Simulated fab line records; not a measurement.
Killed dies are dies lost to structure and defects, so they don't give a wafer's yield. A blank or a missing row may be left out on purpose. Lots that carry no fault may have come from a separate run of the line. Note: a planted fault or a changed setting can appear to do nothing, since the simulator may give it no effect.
Which tool did it? :: flow gf180mcu :: 39 wafers from 13 lots sampled at 6 of the route's 602 steps

## WHAT THE GAUGES SHOWED, per wafer
GF_HV_LDD_CD_MEAS_07 targets a cd of 400 nm.
lot: L550
measured: day 10 03:28
on: cd_sem-01
cd_nm (nm): 396.5 397.3 393.0

lot: L551
measured: day 10 09:01
on: cd_sem-02
cd_nm (nm): 398.0 400.6 399.9

lot: L552
measured: day 10 23:35
on: cd_sem-01
cd_nm (nm): 396.0 394.8 395.2

lot: L553
measured: day 11 06:02
on: cd_sem-02
cd_nm (nm): 403.6 404.2 404.1

lot: L557
measured: day 12 15:07
on: cd_sem-02
cd_nm (nm): 401.6 400.2 400.9

lot: L558
measured: day 12 15:22
on: cd_sem-01
cd_nm (nm): 393.2 393.6 395.7

lot: L559
measured: day 12 22:19
on: cd_sem-02
cd_nm (nm): 399.6 400.1 397.5

lot: L562
measured: day 14 04:43
on: cd_sem-02
cd_nm (nm): 398.8 399.2 399.1

lot: L563
measured: day 14 17:37
on: cd_sem-02
cd_nm (nm): 398.3 396.6 399.5

lot: L566
measured: day 15 10:20
on: cd_sem-02
cd_nm (nm): 400.0 399.9 399.6

lot: L568
measured: day 15 23:05
on: cd_sem-02
cd_nm (nm): 398.7 398.7 399.4

lot: L570
measured: day 16 12:25
on: cd_sem-01
cd_nm (nm): 400.9 399.5 399.9

lot: L571
measured: day 16 16:28
on: cd_sem-01
cd_nm (nm): 399.5 400.9 398.7

GF_HV_LDD_TW_MEAS_11.
lot: L550
measured: day 10 03:53
on: film_metro-04
HV_LDD_TW: 2412 2423 2405

lot: L551
measured: day 10 09:26
on: film_metro-02
HV_LDD_TW: 2415 2423 2414

lot: L552
measured: day 10 23:59
on: film_metro-04
HV_LDD_TW: 2415 2406 2406

lot: L553
measured: day 11 06:26
on: film_metro-04
HV_LDD_TW: 2417 2407 2399

lot: L557
measured: day 12 15:29
on: film_metro-02
HV_LDD_TW: 2408 2404 2416

lot: L558
measured: day 12 15:46
on: film_metro-03
HV_LDD_TW: 2423 2424 2422

lot: L559
measured: day 12 22:47
on: film_metro-03
HV_LDD_TW: 2420 2426 2414

lot: L562
measured: day 14 05:05
on: film_metro-04
HV_LDD_TW: 2423 2409 2408

lot: L563
measured: day 14 18:02
on: film_metro-04
HV_LDD_TW: 2419 2415 2421

lot: L566
measured: day 15 10:44
on: film_metro-03
HV_LDD_TW: 2415 2402 2406

lot: L568
measured: day 15 23:29
on: film_metro-04
HV_LDD_TW: 2402 2403 2422

lot: L570
measured: day 16 12:50
on: film_metro-02
HV_LDD_TW: 2419 2420 2418

lot: L571
measured: day 16 16:52
on: film_metro-03
HV_LDD_TW: 2417 2423 2415

GF_HV_LDD_CD_MEAS_46 targets a cd of 400 nm.
lot: L550
measured: day 12 12:37
on: cd_sem-02
cd_nm (nm): 399.0 400.2 398.9

lot: L551
measured: day 12 18:56
on: cd_sem-01
cd_nm (nm): 392.7 392.2 390.8

lot: L552
measured: day 13 11:44
on: cd_sem-01
cd_nm (nm): 397.2 395.5 395.2

lot: L553
measured: day 13 17:50
on: cd_sem-02
cd_nm (nm): 397.2 396.5 398.9

lot: L557
measured: day 15 05:43
on: cd_sem-02
cd_nm (nm): 402.0 398.6 399.2

lot: L558
measured: day 15 05:58
on: cd_sem-02
cd_nm (nm): 401.6 398.3 400.0

lot: L559
measured: day 15 14:04
on: cd_sem-02
cd_nm (nm): 395.4 396.8 396.6

lot: L562
measured: day 16 22:14
on: cd_sem-01
cd_nm (nm): 396.5 396.8 396.5

lot: L563
measured: day 17 14:31
on: cd_sem-02
cd_nm (nm): 396.2 399.8 397.7

lot: L566
measured: day 18 07:53
on: cd_sem-01
cd_nm (nm): 421.1 424.0 421.9

lot: L568
measured: day 18 21:04
on: cd_sem-02
cd_nm (nm): 417.5 417.5 414.5

lot: L570
measured: day 19 13:01
on: cd_sem-01
cd_nm (nm): 397.6 394.7 396.2

lot: L571
measured: day 19 17:31
on: cd_sem-01
cd_nm (nm): 402.1 404.8 403.6

GF_NSD_OVL_MEAS_08.
lot: L550
measured: day 13 12:38
on: overlay-02
NSD_OVL (nm): -1.5 -1.3 -1.9

lot: L551
measured: day 13 18:31
on: overlay-02
NSD_OVL (nm): -0.9 -1.3 -0.9

lot: L552
measured: day 14 11:14
on: overlay-02
NSD_OVL (nm): -0.2 -1.3 -1.6

lot: L553
measured: day 14 17:46
on: overlay-02
NSD_OVL (nm): -2.7 -2.0 -3.8

lot: L557
measured: day 16 06:33
on: overlay-02
NSD_OVL (nm): -0.7 0.8 -1.5

lot: L558
measured: day 16 07:50
on: overlay-01
NSD_OVL (nm): -0.9 -0.1 0.4

lot: L559
measured: day 16 15:51
on: overlay-02
NSD_OVL (nm): -1.7 -2.0 -2.9

lot: L562
measured: day 18 00:04
on: overlay-02
NSD_OVL (nm): -2.5 -1.2 -2.4

lot: L563
measured: day 18 17:14
on: overlay-02
NSD_OVL (nm): -0.2 2.4 0.0

lot: L566
measured: day 19 11:28
on: overlay-02
NSD_OVL (nm): -0.7 0.6 -0.1

lot: L568
measured: day 20 00:53
on: overlay-02
NSD_OVL (nm): -0.1 0.3 -0.6

lot: L570
measured: day 20 16:08
on: overlay-02
NSD_OVL (nm): -0.8 -0.7 0.0

lot: L571
measured: day 20 20:48
on: overlay-01
NSD_OVL (nm): -0.6 -2.3 -1.9

## WHICH TOOL RAN EACH LOT (tool, then ch and the chambers of the sampled wafers, then the start)
lot: L550
GF_HV_LDD_COAT_41: litho_track-02 ch 0, day 12 02:35
GF_HV_LDD_STRIP_49: plasma_asher-01 ch 0,1, day 12 12:55

lot: L551
GF_HV_LDD_COAT_41: litho_track-03 ch 0, day 12 09:16
GF_HV_LDD_STRIP_49: plasma_asher-01 ch 0,1, day 12 19:14

lot: L552
GF_HV_LDD_COAT_41: litho_track-03 ch 0, day 13 00:55
GF_HV_LDD_STRIP_49: plasma_asher-01 ch 0,1, day 13 12:02

lot: L553
GF_HV_LDD_COAT_41: litho_track-02 ch 0, day 13 07:34
GF_HV_LDD_STRIP_49: plasma_asher-01 ch 0, day 13 18:08

lot: L557
GF_HV_LDD_COAT_41: litho_track-04 ch 0, day 14 18:19
GF_HV_LDD_STRIP_49: plasma_asher-01 ch 0,1, day 15 06:01

lot: L558
GF_HV_LDD_COAT_41: litho_track-03 ch 0, day 14 18:49
GF_HV_LDD_STRIP_49: plasma_asher-04 ch 0,1, day 15 06:17

lot: L559
GF_HV_LDD_COAT_41: litho_track-04 ch 0, day 15 03:07
GF_HV_LDD_STRIP_49: plasma_asher-04 ch 0,1, day 15 14:22

lot: L562
GF_HV_LDD_COAT_41: litho_track-02 ch 0, day 16 11:02
GF_HV_LDD_STRIP_49: plasma_asher-02 ch 0,1, day 16 22:32

lot: L563
GF_HV_LDD_COAT_41: litho_track-02 ch 0, day 17 02:44
GF_HV_LDD_STRIP_49: plasma_asher-01 ch 0,1, day 17 14:49

lot: L566
GF_HV_LDD_COAT_41: litho_track-04 ch 0, day 17 19:57
GF_HV_LDD_STRIP_49: plasma_asher-02 ch 0, day 18 08:10

lot: L568
GF_HV_LDD_COAT_41: litho_track-04 ch 0, day 18 08:52
GF_HV_LDD_STRIP_49: plasma_asher-04 ch 0,1, day 18 21:23

lot: L570
GF_HV_LDD_COAT_41: litho_track-03 ch 0, day 19 00:46
GF_HV_LDD_STRIP_49: plasma_asher-02 ch 0,1, day 19 13:19

lot: L571
GF_HV_LDD_COAT_41: litho_track-03 ch 0, day 19 04:25
GF_HV_LDD_STRIP_49: plasma_asher-04 ch 0,1, day 19 17:49
- GF_HV_LDD_COAT_41: resist thk 1000 nm.
- GF_HV_LDD_STRIP_49: strips in O2/N2.

## WHAT THE TOOLS THEMSELVES READ (means of the sampled wafers that have a number; where no wafer has one, the mark that the record gives instead)
GF_HV_LDD_STRIP_49.
lot: L550
tool: plasma_asher-01
drypump_motor_current_A (A): 5.2
heater_power_w (W): 308
oes_product_au (a.u.): 0.716
strip_time_to_endpoint_s (s): 12.64

lot: L551
tool: plasma_asher-01
drypump_motor_current_A (A): 5.0
heater_power_w (W): 313
oes_product_au (a.u.): 0.716
strip_time_to_endpoint_s (s): 12.66

lot: L552
tool: plasma_asher-01
drypump_motor_current_A (A): 5.0
heater_power_w (W): 313
oes_product_au (a.u.): 0.716
strip_time_to_endpoint_s (s): 12.70

lot: L553
tool: plasma_asher-01
drypump_motor_current_A (A): 5.4
heater_power_w (W): 300
oes_product_au (a.u.): 0.718
strip_time_to_endpoint_s (s): 12.67

lot: L557
tool: plasma_asher-01
drypump_motor_current_A (A): 5.0
heater_power_w (W): 316
oes_product_au (a.u.): 0.716
strip_time_to_endpoint_s (s): 12.65

lot: L558
tool: plasma_asher-04
drypump_motor_current_A (A): 5.7
heater_power_w (W): 329
oes_product_au (a.u.): 0.720
strip_time_to_endpoint_s (s): 12.63

lot: L559
tool: plasma_asher-04
drypump_motor_current_A (A): 5.6
heater_power_w (W): 334
oes_product_au (a.u.): 0.715
strip_time_to_endpoint_s (s): 12.66

lot: L562
tool: plasma_asher-02
drypump_motor_current_A (A): 5.8
heater_power_w (W): 335
oes_product_au (a.u.): 0.718
strip_time_to_endpoint_s (s): 12.69

lot: L563
tool: plasma_asher-01
drypump_motor_current_A (A): 5.0
heater_power_w (W): 307
oes_product_au (a.u.): 0.711
strip_time_to_endpoint_s (s): 12.64

lot: L566
tool: plasma_asher-02
drypump_motor_current_A (A): 5.6
heater_power_w (W): 355
oes_product_au (a.u.): 0.652
strip_time_to_endpoint_s (s): 10.13

lot: L568
tool: plasma_asher-04
drypump_motor_current_A (A): 5.7
heater_power_w (W): 332
oes_product_au (a.u.): 0.656
strip_time_to_endpoint_s (s): 10.17

lot: L570
tool: plasma_asher-02
drypump_motor_current_A (A): 5.8
heater_power_w (W): 339
oes_product_au (a.u.): 0.719
strip_time_to_endpoint_s (s): 12.64

lot: L571
tool: plasma_asher-04
drypump_motor_current_A (A): 5.7
heater_power_w (W): 328
oes_product_au (a.u.): 0.716
strip_time_to_endpoint_s (s): 12.64

## THE ANSWER, worked out from the rows above alone
Rule: what is usual is taken from the lots themselves. Put in order of their means at a reading, lots are off if they are a third of the lots or fewer, leave a main group of 4 or more, and stand apart from it by a gap of 3 or more times the standard deviation of the main group's means; of several such gaps the widest counts. A main group whose means are all the same, to the digits that the tables above print for the reading, isn't used. A lot without any number at a reading at which 4 lots or more have one is off too. All remaining lots with rows at the step are treated as sound. Order of review: gauges by route order, followed by the tools' own readings, for which a lot's mean as printed above is used. At the first step where some lot is off, the reading lying furthest off is the one used; lots without a number count as furthest.
Off: L566, L568, at GF_HV_LDD_CD_MEAS_46 (cd_nm). Main group: mean 397.7 nm, sd 2.8.
A tool fits if, at a process step before that reading, it ran every lot that is off, and no sound lot after the first of them. Not tried: the gauges at GF_HV_LDD_CD_MEAS_46; whatever is off there is also off at GF_HV_LDD_STRIP_49, on other tools, and gauge error can't account for it. One candidate fits, namely litho_track-04 at GF_HV_LDD_COAT_41. Its last sound lot is L559 (day 15 03:07), its first lot that is off L566 (day 17 19:57): a fault that began between those two fits.

## WHAT THE SIMULATOR PUT IN
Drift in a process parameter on litho_track-04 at GF_HV_LDD_COAT_41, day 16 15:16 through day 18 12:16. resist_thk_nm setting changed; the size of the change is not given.
Lots struck among those shown: L566, L568. The rule given above showed the same thing.
